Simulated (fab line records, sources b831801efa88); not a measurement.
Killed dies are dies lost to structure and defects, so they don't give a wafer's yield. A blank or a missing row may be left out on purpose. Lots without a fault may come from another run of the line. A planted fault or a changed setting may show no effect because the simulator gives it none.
Which tool did it? | flow sky130 | 7 lots, 21 wafers sampled, at 2 steps of a route of 708

WHAT THE GAUGES READ, wafer by wafer
SKY_RES_XHIGH_TW_MEAS_09.
lot  | measured     | on            | RES_XHIGH_TW
L392 | day 27 05:25 | film_metro-04 | 1631 1625 1632
L397 | day 29 06:29 | film_metro-01 | 1638 1637 1636
L400 | day 30 11:50 | film_metro-01 | 1638 1646 1641
L404 | day 31 10:41 | film_metro-04 | 1619 1626 1621
L406 | day 32 15:25 | film_metro-02 | 30 30 30
L408 | day 33 02:28 | film_metro-02 | 1639 1643 1638
L413 | day 34 22:47 | film_metro-04 | 1640 1635 1631

WHICH TOOL RAN EACH LOT (tool, then ch and the chambers of the sampled wafers, then the start)
lot  | SKY_RES_XHIGH_IMPLANT_07
L392 | implanter-03 ch 0, day 27 05:10
L397 | implanter-04 ch 0, day 29 06:16
L400 | implanter-01 ch 0, day 30 11:35
L404 | implanter-01 ch 0, day 31 10:27
L406 | implanter-01, day 32 15:11
L408 | implanter-04 ch 0, day 33 02:14
L413 | implanter-04 ch 0, day 34 22:32
- SKY_RES_XHIGH_IMPLANT_07

THE ANSWER, worked out from the rows above alone
Rule: what is usual is taken from the lots themselves. Put in order of their means at a reading, lots are off if they are a third of the lots or fewer, leave a main group of 4 or more, and stand apart from it by a gap of 3 or more times the standard deviation of the main group's means; of several such gaps the widest counts. A main group whose means are all the same, to the digits that the tables above print for the reading, isn't used. A lot without any number at a reading at which 4 lots or more have one is off too. The other lots that the step has rows for count as sound.
Off: L406, at SKY_RES_XHIGH_TW_MEAS_09 (RES_XHIGH_TW). The main group: mean 1634, standard deviation 6.7.
A tool fits if, at a process step before that reading, it ran every lot that is off, and no sound lot after the first of them. The gauges at SKY_RES_XHIGH_TW_MEAS_09 are tried like those tools. One fits: implanter-01 at SKY_RES_XHIGH_IMPLANT_07. Its last sound lot is L404 (day 31 10:27), its first lot that is off L406 (day 32 15:11): a fault that began between those two fits.

WHAT THE SIMULATOR HAD PUT IN
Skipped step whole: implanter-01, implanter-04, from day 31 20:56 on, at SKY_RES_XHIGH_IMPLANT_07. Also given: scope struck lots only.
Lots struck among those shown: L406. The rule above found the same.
